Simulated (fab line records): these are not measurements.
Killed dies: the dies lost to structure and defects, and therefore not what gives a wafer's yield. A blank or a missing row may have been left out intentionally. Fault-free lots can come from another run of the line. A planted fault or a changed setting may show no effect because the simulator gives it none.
Split-lot study	flow gf180mcu	23 wafers read from 5 lots, route of 602 steps

## ON THE SPLIT
At GF_M2_SPUTTER_00 (material Ti, target thk 37.5 nm, time 150 s), the setting time_s was moved away from the recipe's 150 s on 5 of the 23 wafers read, by -12.5% to -7.7%. The other wafers ran this setting at the recipe's value.

Reading taken at the split's own step.

## THE READING
Ti_of_M2_SPUTTER_00.thk_nm (the simulator's own value, which no gauge read), in nm, at GF_M2_SPUTTER_00 (material Ti, target thk 37.5 nm, time 150 s). There is no usual value for it anywhere in the file. The 18 wafers here that ran the recipe average 37.68 nm, standard deviation 0.3 nm.

wafer	tool, chamber at the split	time_s as run, s	against the recipe	Ti_of_M2_SPUTTER_00.thk_nm, nm	against lot-mates on the recipe
L076.2	pvd_sputter-02, -	150	recipe	37.31	-
L076.3	pvd_sputter-02, -	138.4	-7.7%	34.4	-2.99
L076.4	pvd_sputter-02, -	138.4	-7.7%	34.42	-2.97
L076.5	pvd_sputter-02, -	138.4	-7.7%	34.52	-2.87
L076.6	pvd_sputter-02, -	150	recipe	37.48	-
L079.2	pvd_sputter-02, -	150	recipe	38.12	-
L079.3	pvd_sputter-02, -	150	recipe	37.8	-
L079.6	pvd_sputter-02, -	150	recipe	37.78	-
L082.2	pvd_sputter-03, -	150	recipe	37.95	-
L082.3	pvd_sputter-03, -	150	recipe	37.94	-
L082.4	pvd_sputter-03, -	150	recipe	37.87	-
L082.5	pvd_sputter-03, -	150	recipe	38.12	-
L082.6	pvd_sputter-03, -	150	recipe	38.05	-
L083.1	pvd_sputter-02, -	131.3	-12.5%	32.99	-4.69
L083.3	pvd_sputter-02, -	150	recipe	37.89	-
L083.4	pvd_sputter-02, -	131.3	-12.5%	33.17	-4.51
L083.5	pvd_sputter-02, -	150	recipe	37.65	-
L083.6	pvd_sputter-02, -	150	recipe	37.49	-
L084.1	pvd_sputter-04, -	150	recipe	37.13	-
L084.3	pvd_sputter-04, -	150	recipe	37.3	-
L084.4	pvd_sputter-04, -	150	recipe	37.4	-
L084.5	pvd_sputter-04, -	150	recipe	37.59	-
L084.6	pvd_sputter-04, -	150	recipe	37.41	-

THE FIT
A straight line over all 23 wafers: Ti_of_M2_SPUTTER_00.thk_nm changes by +0.386 nm for each +1% of time_s; r = +0.98; the points scatter about the line by 0.3 nm.
The same after taking each lot's own level away (the mean of its wafers on the recipe; 23 wafers): +0.373 nm for each +1%; r = +1.00; scatter 0.13 nm.
According to that fit, moving time_s by its largest amount changes the reading by 4.6 nm.
Measured against the standard deviation above, the lots' own levels, which go from 37.366 to 37.986 nm, span 2.1 times it.
Consequently the slope shifts little with the lot-to-lot level, the two slopes agreeing.
Check: for one of the wafers moved furthest among these (-12.5%), held out of the fit, the line's prediction against its lot-mates is -4.64 nm. Against them it came out at -4.69 nm.

## FURTHER SPLITS ON THESE WAFERS
Other splits were also applied to these wafers ahead of the reading. Each is held against what the fit with the lots' levels taken away leaves over:
other split on the same wafers	wafers away from the commonest value	r with Ti_of_M2_SPUTTER_00.thk_nm (lot level and that fit taken away)
GF_V1_CMP_04 leave_above_ref_nm	7	-0.09
GF_V1_PEB_12 peb_temp_c	8	+0.20

## THE FILE'S OWN FIT
Ti_of_M2_SPUTTER_00.thk_nm changes by +0.372 nm for each +1% of time_s, r = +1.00.
